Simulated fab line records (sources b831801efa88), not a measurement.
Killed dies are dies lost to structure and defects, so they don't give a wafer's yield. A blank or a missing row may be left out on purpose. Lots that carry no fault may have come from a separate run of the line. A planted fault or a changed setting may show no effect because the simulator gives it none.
Problem report, 8D (eight disciplines) form, completed by code | flow sky130 | the parts of the form that need people (team, actions taken, sign-off) are left out

## 1. PROBLEM STATEMENT
Across 9 wafers from 3 lots, VT_ADJUST_LVTN_TW at SKY_VT_ADJUST_LVTN_TW_MEAS_10 averages 30.2, while fault-free wafers read 242.6 with a standard deviation of 1.5. So: -99 or more standard deviations from the usual mean.
First seen on wafer L335.1, day 11 05:58, on film metro-02. Wafers with a number at this step in the record: 45, from 15 lots. Rule for "out" (also "out of limits"): further than 4 standard deviations from the usual mean. All remaining wafers that have a number are taken as sound.

## 2. WHAT IT IS, WHAT IT ISN'T
question                    | is                                          | is not
which readings at this step | VT_ADJUST_LVTN_TW                           | -
which lots                  | L335, L336, L337                            | L319, L322, L323, L324, L325, L328, L329, L330, L331, L340, L341, L342
which wafers of those lots  | all that have a number                      | -
read on which gauges        | film metro-01, film metro-02, film metro-03 | -
when                        | from day 11 05:58                           | up to then (27 sound wafers); but 9 sound wafers of L340, L341, L342 came after

## 3. WHAT RULES OUT EACH SUSPECT
Counting: a tool at any process step up to the reading remains a suspect when it ran all the lots that are out and ran no sound lot after the first of those.
- ruled out: the gauge at SKY_VT_ADJUST_LVTN_TW_MEAS_10. The wafers that are out were read on 3 gauges (film metro-01, film metro-02, film metro-03).
- implanter-04 at SKY_VT_ADJUST_LVTN_IMPLANT_08: ruled out as a lasting fault. After its first lot that is out, L335 (day 11 05:43), sound lots L340 ran on it.
Left after counting: nothing in the record.

## 4. THE CAUSE (what the simulator had put in)
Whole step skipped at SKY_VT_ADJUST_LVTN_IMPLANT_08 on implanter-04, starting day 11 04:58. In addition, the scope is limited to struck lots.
The count ruled it out by mistake, since the rule takes a fault to strike every lot its tool runs from the start of the fault on, and this one did not do so.

## 5. SEQUENCE OF EFFECTS, ordered by route
Each row: a reading whose mean over the struck wafers that have a number lies more than 3 standard deviations from the usual. Readings are gone through only where the record gives a usual standard deviation; hours: the median, over the lots, of the time from a lot's start at the first step in this table giving one to that lot's start at this step; sigmas: the change measured in usual standard deviations.
hours | step                          | reading           | usual | on struck wafers | change | sigmas
0     | SKY_VT_ADJUST_LVTN_TW_MEAS_10 | VT_ADJUST_LVTN_TW | 242.6 | 30.2             | -212.4 | -99 or more
Readings that are blank on the struck wafers while sound wafers have them: beam energy keV at SKY_VT_ADJUST_LVTN_IMPLANT_08; beam on s at SKY_VT_ADJUST_LVTN_IMPLANT_08.

## 6. WHAT WOULD HAVE CAUGHT IT SOONER
In this record the first reading out of limits at a measuring or inspecting step was taken at day 11 05:58, 1 hour after the fault began at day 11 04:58.
At SKY_VT_ADJUST_LVTN_IMPLANT_08 the tool's readings are blank on the struck wafers, where sound wafers have them: an empty tool record is the first sign, and it was there at once.
